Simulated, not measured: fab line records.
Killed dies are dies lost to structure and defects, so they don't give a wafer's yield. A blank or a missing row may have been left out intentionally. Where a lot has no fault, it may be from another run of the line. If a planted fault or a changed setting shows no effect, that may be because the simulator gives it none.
fab line records | flow sky130
record lots=12 wafers=36 lastDay=50
route steps=708 shown VIA3@595 METAL4@630 METAL5@665 PAD_OPEN@708
lots untouched by any fault: they come from a run of this same line in which no faults occurred
startH: the number of hours between the record's first day and the start of the first shown wafer of the lot | waitH: hours from the lot's prior step to this one | " same as the row above | L1.1+2: several wafers, shown together as one row | - value missing, or start not given | * or withheld: withheld | < > ~ a bound
route shown NAME@n: NAME is a module with steps in the file, n the number in the route of the first one | usual: mean/standard deviation taken from wafers without a fault | same: alike in all rows | chamber/n: place in a boat | sites: per-site readings | _std_site: their standard deviation | _edge_site: the outer-site mean with the inner-site mean subtracted | radiusMm: how far each site lies from the wafer's centre | mask NAME#n: copy n | behind: tool/chamber where the wafer was last shaped | hold: the reason the lot was held/the length of the hold in hours/how it ended | device: transistor that didn't switch, given as n, p or np | end of line: tests run on the same wafers once the route is complete | a step given without rows: its recipe and nothing more | killed: at the first sort, the dies lost to defects and structure; wafer yield is something else | map: the dies of a wafer, with x for killed, . for not killed, _ for no die there
set.NAME: the setting that was run; set.NAME@STEP: the one run at that earlier step | model.NAME: the simulator's own value behind a step, which no gauge read
a sample of lots followed through the steps of the route, with each step as a table and each wafer as a row
services: when a tool's chamber went out of use (startH, in hours from the record's first day, below 0 if earlier), for how many hours, and the reason
## steps
# step SKY_VIA3_RS_MEAS_22
# recipe thkMeasGauge=four-point-probe reads=W_of_VIA3_CVD_21+TiN_of_VIA3_SPUTTER_20
# usual VIA3_W_RS=0.293/0.0058
# columns lot.wafer tool chamber startH waitH VIA3_W_RS[ohm/sq]
L260.1 filmMetro-02 - 920.08 0.1 0.290
L260.4 " - " " 0.297
L260.6 " - " " 0.293
L261.2 filmMetro-01 - 936.49 0.1 0.291
L261.3 " - " " 0.297
L261.6 " - " " 0.299
L262.1 filmMetro-01 - 946.03 0.1 0.297
L262.3 " - " " 0.299
L262.6 " - " " 0.300
L263.1 filmMetro-04 - 952.91 0.1 0.285
L263.3 " - " " 0.301
L263.6 " - " " 0.286
L264.3 filmMetro-02 - 959.80 0.1 0.288
L264.4 " - " " 0.291
L264.6 " - " " 0.292
L265.1 filmMetro-01 - 968.05 0.1 0.292
L265.3 " - " " 0.290
L265.4 " - " " 0.294
L266.2 filmMetro-04 - 974.78 0.1 0.284
L266.3 " - " " 0.302
L266.4 " - " " 0.284
L268.1 filmMetro-02 - 987.69 0.1 0.288
L268.2 " - " " 0.302
L268.4 " - " " 0.288
L272.4 filmMetro-01 - 1019.06 0.1 0.290
L272.5 " - " " 0.289
L272.6 " - " " 0.297
L278.3 filmMetro-01 - 1053.51 0.1 0.304
L278.4 " - " " 0.290
L278.6 " - " " 0.292
L279.1 filmMetro-02 - 1059.30 0.1 0.298
L279.2 " - " " 0.290
L279.4 " - " " 0.292
L281.3 filmMetro-04 - 1067.02 0.1 0.285
L281.5 " - " " 0.286
L281.6 " - " " 0.298
# step SKY_METAL4_OVL_MEAS_14
# usual METAL4_OVL=3/5.9
# columns lot.wafer tool chamber startH waitH METAL4_OVL[nm]
L260.1 overlay-02 - 970.22 0.1 0
L260.4 " - " " 8
L260.6 " - " " 6
L261.2 overlay-01 - 985.01 0.1 14
L261.3 " - " " 8
L261.6 " - " " 12
L262.1 overlay-02 - 995.22 0.1 0
L262.3 " - " " 3
L262.6 " - " " 1
L263.1 overlay-01 - 1001.11 0.1 13
L263.3 " - " " 10
L263.6 " - " " 13
L264.3 overlay-01 - 1008.97 0.1 6
L264.4 " - " " 0
L264.6 " - " " 1
L265.1 overlay-01 - 1016.22 0.1 4
L265.3 " - " " -2
L265.4 " - " " -5
L266.2 overlay-02 - 1022.11 0.1 10
L266.3 " - " " 8
L266.4 " - " " 4
L268.1 overlay-01 - 1035.14 0.1 3
L268.2 " - " " 9
L268.4 " - " " 8
L272.4 overlay-02 - 1064.13 0.1 4
L272.5 " - " " 1
L272.6 " - " " -1
L278.3 overlay-02 - 1096.99 0.1 13
L278.4 " - " " 4
L278.6 " - " " 12
L279.1 overlay-02 - 1102.48 0.1 3
L279.2 " - " " -5
L279.4 " - " " -7
L281.3 overlay-02 - 1109.37 0.1 4
L281.5 " - " " 1
L281.6 " - " " -8
# step SKY_METAL4_ETCH_17
# recipe target=SiO2 stopOn=TiN chemistry=C4F8/O2/Ar sourceW=1500 biasW=1200 pressureMtorr=40 c4f8FlowSccm=withheld O2_flow_sccm=6 Ar_flow_sccm=300 timeS=3.9 targetDepthA=150
# usual oesProductAu=0.753/0.0073
# columns lot.wafer tool chamber startH waitH oesProductAu rfHoursCounterH
L260.1 rieDiel-01 2 970.39 0.1 0.751 6
L260.4 " 0 " " 0.752 7
L260.6 " 0 " " 0.754 -
L261.2 rieDiel-02 2 985.17 0.1 0.752 21
L261.3 " 1 " " 0.746 29
L261.6 " 1 " " 0.754 -
L262.1 rieDiel-02 0 995.39 0.1 0.745 21
L262.3 " 2 " " 0.748 22
L262.6 " 3 " " 0.755 -
L263.1 rieDiel-01 0 1001.27 0.1 0.764 8
L263.3 " 3 " " 0.762 8
L263.6 " 1 " " 0.760 -
L264.3 rieDiel-02 0 1009.12 0.0 0.752 21
L264.4 " 3 " " 0.759 -
L264.6 " 0 " " 0.759 -
L265.1 rieDiel-01 2 1016.39 0.1 0.742 7
L265.3 " 0 " " 0.746 8
L265.4 " 1 " " 0.750 9
L266.2 rieDiel-03 1 1022.27 0.1 0.749 8
L266.3 " 3 " " 0.748 16
L266.4 " 0 " " 0.747 11
L268.1 rieDiel-01 1 1035.31 0.1 0.747 9
L268.2 " 2 " " 0.749 7
L268.4 " 0 " " 0.751 9
L272.4 rieDiel-01 0 1064.27 0.0 0.754 9
L272.5 " 0 " " 0.746 -
L272.6 " 1 " " 0.742 -
L278.3 rieDiel-01 3 1097.14 0.0 0.748 11
L278.4 " 2 " " 0.760 9
L278.6 " 2 " " 0.753 -
L279.1 rieDiel-01 3 1102.64 0.1 0.755 11
L279.2 " 0 " " 0.765 11
L279.4 " 1 " " 0.761 11
L281.3 rieDiel-03 3 1109.52 0.0 0.765 19
L281.5 " 1 " " 0.757 -
L281.6 " 0 " " 0.772 -
# step SKY_METAL5_SPUTTER_04
# recipe material=TiN targetThkNm=70 powerW=6500 timeS=58.3 chamberPressurePa=0.4
# usual throttleValvePct=29.9/1.1
# columns lot.wafer tool chamber startH waitH throttleValvePct
L260.1 pvdSputter-03 - 996.92 0.0 28.8
L260.4 " - " " 29.9
L260.6 " - " " 31.4
L261.2 pvdSputter-01 - 1011.57 0.0 30.3
L261.3 " - " " 30.6
L261.6 " - " " 30.1
L262.1 pvdSputter-02 - 1021.41 0.0 29.3
L262.3 " - " " 29.7
L262.6 " - " " 29.6
L263.1 pvdSputter-03 - 1026.93 0.0 31.4
L263.3 " - " " 28.7
L263.6 " - " " 28.7
L264.3 pvdSputter-03 - 1034.17 0.0 30.4
L264.4 " - " " 28.9
L264.6 " - " " 31.5
L265.1 pvdSputter-01 - 1041.08 0.0 30.8
L265.3 " - " " 31.6
L265.4 " - " " 30.5
L266.2 pvdSputter-02 - 1047.02 0.0 29.6
L266.3 " - " " 27.6
L266.4 " - " " 29.6
L268.1 pvdSputter-02 - 1061.03 0.0 29.4
L268.2 " - " " 29.2
L268.4 " - " " 29.8
L272.4 pvdSputter-01 - 1088.03 0.0 30.7
L272.5 " - " " 30.6
L272.6 " - " " 30.1
L278.3 pvdSputter-03 - 1119.97 0.0 30.5
L278.4 " - " " 31.4
L278.6 " - " " 30.4
L279.1 pvdSputter-03 - 1125.60 0.0 30.2
L279.2 " - " " 29.4
L279.4 " - " " 30.3
L281.3 pvdSputter-02 - 1132.48 0.0 29.6
L281.5 " - " " 29.1
L281.6 " - " " 27.6
# step SKY_PAD_OPEN_PROBE_99
# usual defectLimitedYield=82.2/2.2 killed_at_M0_to_M3=45/7.1 killed_at_M4_up=3.0/1.8 killedAtContacts=24/5.4 killedAtFrontEnd=16/4.9 killedAtOther=0.3/0.63 killedDies=88/11 killedOpen=47/7.4 killedShort=40/7 sort_bin_3_pad_short=1.0/0.43 sort_bin_5_function=10.6/1.7 sort_bin_6_memory=6.3/1.1 sortNPass=404/11 sortYieldPct=82.2/2.2
# same grossDies=492 killedAtBackSide=0 sort_bin_4_leakage[%]=0 sort_bin_8_speed[%]=0
# columns lot.wafer tool chamber startH waitH defectLimitedYield[%] killed_at_M0_to_M3 killed_at_M4_up killedAtContacts killedAtFrontEnd killedAtOther killedDies killedOpen killedShort sort_bin_3_pad_short[%] sort_bin_5_function[%] sort_bin_6_memory[%] sortNPass sortYieldPct[%]
L272.4 prober-01 - 1150.50 0.2 85.4 34 5 23 9 1 72 44 28 0.8 8.3 5.5 420 85.4
L272.5 prober-01 - 1150.55 0.2 84.1 38 5 23 12 0 78 34 44 0.8 10.6 4.5 414 84.1
L272.6 prober-01 - 1150.60 0.2 84.3 41 0 22 14 0 77 51 26 1.0 10.0 4.7 415 84.3
L278.3 prober-01 - 1177.74 0.2 72.0 32 73 20 13 0 138 39 31 5.1 15.4 7.5 354 72.0
L278.4 prober-01 - 1177.79 0.2 79.7 34 35 21 10 0 100 42 25 3.0 12.0 5.3 392 79.7
L278.6 prober-01 - 1177.89 0.2 77.6 29 34 28 19 0 110 38 43 3.3 12.6 6.5 382 77.6
L279.1 prober-02 - 1182.20 0.1 68.1 47 60 31 19 0 157 52 46 4.5 19.1 8.3 335 68.1
L279.2 prober-02 - 1182.25 0.1 73.6 51 28 31 20 0 130 56 50 2.8 15.0 8.5 362 73.6
L279.4 prober-02 - 1182.35 0.2 67.9 38 66 34 18 2 158 50 43 5.9 17.1 9.1 334 67.9
# killed by level:class
L272.4 VIA1:geometricParticle:open=10 CONTACT:geometricParticle:open=9 VIA2:geometricParticle:open=8 LI_CONTACT:geometricParticle:open=6 LOCAL_INTERCONNECT:geometricParticle:short=5 VIA3:geometricParticle:open=4 POLY_GATE:geometricParticle:open=3 CONTACT:geometricParticle:short=3
L272.5 VIA1:geometricParticle:open=7 CONTACT:geometricParticle:open=6 VIA2:geometricParticle:open=6 VIA2:geometricParticle:short=5 POLY_GATE:geometricParticle:short=5 LI_CONTACT:geometricParticle:open=5 LI_CONTACT:geometricParticle:short=5 METAL2:geometricParticle:short=5
L272.6 CONTACT:geometricParticle:open=11 VIA3:geometricParticle:open=8 VIA2:geometricParticle:open=8 VIA1:geometricParticle:open=7 POLY_GATE:geometricParticle:open=5 LI_CONTACT:geometricParticle:open=5 VIA1:geometricParticle:short=5 METAL3:geometricParticle:short=5
L278.3 METAL4:unspecified=68 VIA3:geometricParticle:open=8 LI_CONTACT:geometricParticle:open=5 CONTACT:geometricParticle:open=5 VIA1:geometricParticle:open=5 VIA2:geometricParticle:open=5 POLY_GATE:geometricParticle:short=4 SPACER:geometricParticle:short=4
L278.4 METAL4:unspecified=33 VIA1:geometricParticle:open=13 LI_CONTACT:geometricParticle:open=7 CONTACT:geometricParticle:open=5 FIELD_ISO:geometricParticle:open=4 LOCAL_INTERCONNECT:geometricParticle:short=4 VIA1:geometricParticle:short=4 VIA2:geometricParticle:open=4
L278.6 METAL4:unspecified=29 CONTACT:geometricParticle:open=10 FIELD_ISO:geometricParticle:short=7 LI_CONTACT:geometricParticle:open=6 METAL3:geometricParticle:short=6 LOCAL_INTERCONNECT:geometricParticle:short=5 VIA1:geometricParticle:open=5 FIELD_ISO:geometricParticle:open=4
L279.1 METAL4:unspecified=59 VIA1:geometricParticle:open=14 CONTACT:geometricParticle:open=10 METAL2:geometricParticle:short=7 CONTACT:geometricParticle:short=7 LI_CONTACT:geometricParticle:short=5 LI_CONTACT:geometricParticle:open=5 VIA2:geometricParticle:open=5
L279.2 METAL4:unspecified=24 VIA1:geometricParticle:open=12 CONTACT:geometricParticle:open=11 METAL2:geometricParticle:short=9 METAL1:geometricParticle:short=9 FIELD_ISO:geometricParticle:open=8 LI_CONTACT:geometricParticle:open=8 VIA2:geometricParticle:open=8
L279.4 METAL4:unspecified=64 CONTACT:geometricParticle:open=14 VIA1:geometricParticle:open=8 METAL2:geometricParticle:short=7 CONTACT:geometricParticle:short=6 LI_CONTACT:geometricParticle:open=6 FIELD_ISO:geometricParticle:short=5 LOCAL_INTERCONNECT:geometricParticle:short=5
## services
# columns tool chamber startH hours kind
pvdSputter-03 0 949.54 - consumableReplace:kit
pvdSputter-03 0 949.54 18.0 scheduledDown
pvdSputter-03 0 949.54 18.0 ventCycle
pvdSputter-02 - 970.92 0.8 repair
rieDiel-02 1 995.42 - clean
rieDiel-02 1 995.42 - consumableReplace:showerhead
rieDiel-02 1 995.42 21.4 scheduledDown
rieDiel-02 1 995.42 21.4 ventCycle
rieDiel-01 2 996.62 12.7 repair
pvdSputter-01 - 1007.24 0.7 repair
pvdSputter-02 - 1012.24 4.2 repair
pvdSputter-01 1 1025.22 - consumableReplace:kit
pvdSputter-01 1 1025.22 18.0 scheduledDown
pvdSputter-01 1 1025.22 18.0 ventCycle
pvdSputter-02 - 1036.83 2.9 repair
pvdSputter-02 1 1063.13 - consumableReplace:kit
pvdSputter-02 1 1063.13 18.0 scheduledDown
pvdSputter-02 1 1063.13 18.0 ventCycle
pvdSputter-02 - 1079.05 4.1 repair
pvdSputter-03 3 1114.48 - consumableReplace:kit
pvdSputter-03 3 1114.48 18.0 scheduledDown
pvdSputter-03 3 1114.48 18.0 ventCycle
rieDiel-02 - 1120.80 14.6 pm
rieDiel-03 3 1123.96 1.6 repair
## key
firstSign step=SKY_PAD_OPEN_PROBE_99 reading=killed_at_M4_up direction=up sigmas=25 usual=3.0 struck=49.3
effect step=SKY_PAD_OPEN_PROBE_99 reading=sort_bin_3_pad_short direction=up sigmas=7.4 usual=1.0 struck=4.1
metAt SKY_METAL4_ETCH_17
struckLots L278,L279
loopTrim step=SKY_VIA3_EXPOSE_09 setting=dose lots=L278
notActingAt SKY_VIA3_RS_MEAS_22,SKY_METAL4_OVL_MEAS_14,SKY_METAL5_SPUTTER_04
onsetBetween 1064.27 1097.14
fault kind=chamberParticleSource tool=rieDiel-01 chamber=- onsetH=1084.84 steps=SKY_METAL4_ETCH_17 ratePerVisitCm2=1.6222 endH=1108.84
# loopTrim: a control loop set the setting to another value than it would have without faults
